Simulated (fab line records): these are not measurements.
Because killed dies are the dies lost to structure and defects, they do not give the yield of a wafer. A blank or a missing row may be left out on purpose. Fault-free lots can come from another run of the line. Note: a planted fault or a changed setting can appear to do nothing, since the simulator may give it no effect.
Split-lot study | flow sky130 | route with 708 steps; 5 lots, 16 wafers read

== SPLIT DETAILS ==
At SKY_METAL2_ETCH_18 (etches BARC in N2/H2, stops on SiO2, time 45.9 s, target depth 60 nm), the setting ion energy ev was moved away from the recipe's 200 eV on 5 of the 16 wafers read, by -11.3% to -5.6%. This setting was run at the recipe's value on the other wafers.

The split's own step is where the reading is taken.

== THE READING ==
KrF-thick_of_METAL2_COAT_10.thk nm (the simulator's own value, which no gauge read), in nm, at SKY_METAL2_ETCH_18 (etches BARC in N2/H2, stops on SiO2, time 45.9 s, target depth 60 nm). The file gives no usual value for it. Across the 11 wafers here that went through the recipe, the average is 392.8 nm and the standard deviation 2.1 nm.

wafer  | tool, chamber at the split | ion energy ev as run, eV | against the recipe | KrF-thick_of_METAL2_COAT_10.thk nm, nm | against lot-mates on the recipe
L077.2 | rie metal-02, 0            | 200                      | recipe             | 392.8                                  | -
L077.3 | rie metal-02, 1            | 200                      | recipe             | 393                                    | -
L077.4 | rie metal-02, 0            | 200                      | recipe             | 393.4                                  | -
L078.1 | rie metal-04, 1            | 200                      | recipe             | 393                                    | -
L078.2 | rie metal-04, 0            | 200                      | recipe             | 394.5                                  | -
L078.3 | rie metal-04, 1            | 188.8                    | -5.6%              | 393.3                                  | -0.4
L078.4 | rie metal-04, 0            | 200                      | recipe             | 393.7                                  | -
L078.5 | rie metal-04, 0            | 188.8                    | -5.6%              | 394.2                                  | +0.5
L080.1 | rie metal-01, 0            | 177.6                    | -11.2%             | 399.8                                  | +9.2
L080.2 | rie metal-01, 0            | 200                      | recipe             | 390.6                                  | -
L080.5 | rie metal-01, 0            | 177.6                    | -11.2%             | 400.5                                  | +9.9
L081.5 | rie metal-01, 1            | 200                      | recipe             | 387.3                                  | -
L081.6 | rie metal-01, 1            | 177.5                    | -11.3%             | 394.2                                  | +6.9
L082.1 | rie metal-04, 0            | 200                      | recipe             | 393.6                                  | -
L082.4 | rie metal-04, 0            | 200                      | recipe             | 393                                    | -
L082.5 | rie metal-04, 0            | 200                      | recipe             | 395.5                                  | -

FIT RESULTS
A straight line over all 16 wafers: KrF-thick_of_METAL2_COAT_10.thk nm changes by -0.451 nm for each +1% of ion energy ev; r = -0.67; the points scatter about the line by 2.3 nm.
The same after taking each lot's own level away (the mean of its wafers on the recipe; 16 wafers): -0.696 nm for each +1%; r = -0.89; scatter 1.7 nm.
The reading moves by 7.8 nm for the largest change in ion energy ev, on that fit.
The lots' own levels span 387.30 to 394.03 nm, that is 3.3 times the standard deviation above.
So the lot-to-lot level blurs the effect unless lot-mates are compared.
Check: for one of the wafers moved furthest among these (-11.3%), held out of the fit, the line's prediction against its lot-mates is +7.75 nm. Against them it came out at +6.9 nm.

== THE OTHER SPLITS THESE WAFERS WENT THROUGH ==
Note: prior to the reading, these wafers also went through further splits. Each is held against what the fit with the lots' levels taken away leaves over:
other split on the same wafers | wafers away from the commonest value | r with KrF-thick_of_METAL2_COAT_10.thk nm (lot level and that fit taken away)
SKY_VIA1_ETCH_14 time s        | 6                                    | +0.01
SKY_VIA1_SPUTTER_20 time s     | 6                                    | +0.36
SKY_METAL2_SPUTTER_04 power w  | 3                                    | -0.24
SKY_METAL2_COAT_10 spin rpm    | 3                                    | -0.33

== THE FILE'S OWN FIT ==
KrF-thick_of_METAL2_COAT_10.thk nm changes by -0.596 nm for each +1% of ion energy ev, r = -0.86.
